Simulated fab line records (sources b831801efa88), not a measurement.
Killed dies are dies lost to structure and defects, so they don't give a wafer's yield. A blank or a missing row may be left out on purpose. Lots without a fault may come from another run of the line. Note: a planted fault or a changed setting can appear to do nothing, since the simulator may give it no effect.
Problem report in the 8D (eight disciplines) form, filled by code / flow gf180mcu / the parts of the form that need people (team, actions taken, sign-off) are left out

== 1. WHAT WENT WRONG ==
At GF_V5_EXPOSE_11, exposureDoseMJCm2 averages 38.48 over 9 wafers from 3 lots, while fault-free wafers read 37.94, standard deviation 0.048. That is +11 standard deviations from the usual mean.
The step: exposes mask Via5, target cd 260 nm.
First observed at day 32 17:53: wafer L673.1, on krfScanner-02. The record holds 42 wafers of 14 lots with a number at this step. Rule for "out", or "out of limits": more than 4 standard deviations from the usual mean. All remaining wafers that have a number are taken as sound.

== 2. WHAT IT IS; WHAT IT IS NOT ==
question=which readings at this step; is=exposureDoseMJCm2; is not=-
question=which lots; is=L673, L674, L675; is not=L652, L653, L654, L655, L656, L657, L658, L659, L661, L665, L666
question=which wafers of those lots; is=all that have a number; is not=-
question=read on which tools; is=krfScanner-02; is not=krfScanner-01
question=when; is=from day 32 17:53; is not=up to then (33 sound wafers)

== 3. WHAT RULES OUT EACH SUSPECT ==
Counting: a tool stays on the suspect list if, at a process step up to the reading, it processed all lots that are out and no sound lot following the first of them.
- krfScanner-02 at GF_V5_EXPOSE_11 (exposes mask Via5, target cd 260 nm): kept. All lots that are out passed through it, beginning with L673 at day 32 17:53, and no sound lot followed; its final sound lot before that point was L665 at day 30 21:50. Its own exposureDoseMJCm2 readings are out on those wafers.
The count leaves krfScanner-02 at GF_V5_EXPOSE_11.

== 4. THE CAUSE (what the simulator had put in) ==
Process parameters drifting: krfScanner-02 at GF_V5_EXPOSE_11, beginning at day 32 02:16. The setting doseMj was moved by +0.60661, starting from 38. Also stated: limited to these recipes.
Only this tool survived the counting.

== 5. SEQUENCE OF EFFECTS, ordered by route ==
Each row: a reading whose mean over the struck wafers that have a number lies more than 3 standard deviations from the usual. Only readings for which the record gives a usual standard deviation are gone through. hours: the time from each lot's start at the first step in this table that gives one to its start at this step, as a median over the lots. sigmas: the change in usual standard deviations.
hours=0; step=GF_V5_EXPOSE_11; reading=exposureDoseMJCm2; usual=37.94; on struck wafers=38.48; change=+0.54; sigmas=+11
Its process steps:
- GF_V5_EXPOSE_11: exposes mask Via5, target cd 260 nm.
At these later measuring or inspecting steps, every struck wafer for which the step has a row has a number for every such reading, and none has moved that far: GF_V5_CD_MEAS_14, GF_V5_OVL_MEAS_15.

== 6. HOW IT WOULD HAVE BEEN CAUGHT EARLIER ==
16 hours passed between the start of the fault at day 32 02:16 and the first reading out of limits in this record, taken at day 32 17:53.
